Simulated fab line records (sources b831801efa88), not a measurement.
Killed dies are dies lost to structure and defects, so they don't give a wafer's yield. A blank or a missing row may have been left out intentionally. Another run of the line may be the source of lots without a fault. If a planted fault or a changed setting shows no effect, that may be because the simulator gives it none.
Code-filled problem report in 8D (eight disciplines) form :: flow sky130 :: the parts of the form that need people (team, actions taken, sign-off) are left out

## 1. WHAT IS WRONG
dose-ions-cm2 at SKY_LDD_N_IMPLANT_15 reads a mean of 7e+12 on 6 wafers of 2 lots; wafers without a fault read 5e+12 with a standard deviation of 5.9e+09. So: +99 or more standard deviations from the usual mean.
Earliest sighting: wafer L729.2 on implanter-03 at day 22 00:23. At this step, 18 wafers from 6 lots have a number in the record. Rule for "out" (also "out of limits"): further than 4 standard deviations from the usual mean. The other wafers with a number count as sound.

## 2. WHAT IT IS, WHAT IT ISN'T
question: which readings at this step
is: dose-ions-cm2, faraday-current-uA
is not: -

question: which lots
is: L729, L731
is not: L724, L739, L740, L741

question: which wafers of those lots
is: all that have a number
is not: -

question: read on which tools
is: implanter-03
is not: implanter-02

question: when
is: from day 22 00:23
is not: up to then (3 sound wafers); but 9 sound wafers of L739, L740, L741 came after

## 3. SUSPECTS, AND WHAT RULES EACH OUT
Counting: a tool at a process step up to the reading stays a suspect if it ran every lot that is out and no sound lot after the first of them.
- implanter-03 at SKY_LDD_N_IMPLANT_15: ruled out as a lasting fault. Following L729 (day 22 00:23), the first lot on it that is out, the sound lots L740, L741 were run on it.
Left after counting: nothing in the record.

## 4. THE CAUSE (what the simulator had put in)
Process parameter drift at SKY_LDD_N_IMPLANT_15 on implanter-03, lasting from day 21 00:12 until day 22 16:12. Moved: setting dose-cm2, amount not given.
Counting ruled it out, wrongly.

## 5. THE EFFECT CHAIN, in route order
Each row: a reading where the mean over the struck wafers with a number is more than 3 standard deviations away from the usual. Only readings for which the record gives a usual standard deviation are gone through. hours: the time from each lot's start at the first step in this table that gives one to its start at this step, as a median over the lots. sigmas: the change in usual standard deviations.
hours: 0
step: SKY_LDD_N_IMPLANT_15
reading: dose-ions-cm2
usual: 5e+12
on struck wafers: 7e+12
change: +2e+12
sigmas: +99 or more

hours: 0
step: SKY_LDD_N_IMPLANT_15
reading: faraday-current-uA
usual: 28.1
on struck wafers: 41.0
change: +12.9
sigmas: +25
Process steps it contains:
- SKY_LDD_N_IMPLANT_15
At these later measuring or inspecting steps, every struck wafer for which the step has a row has a number for every such reading, and none has moved that far: SKY_LDD_N_TW_MEAS_17, SKY_LDD_P_CD_MEAS_07.

## 6. WHAT WOULD HAVE CAUGHT IT SOONER
In this record no reading fell out of limits until day 22 00:23, 24 hours after the fault had begun at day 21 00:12.
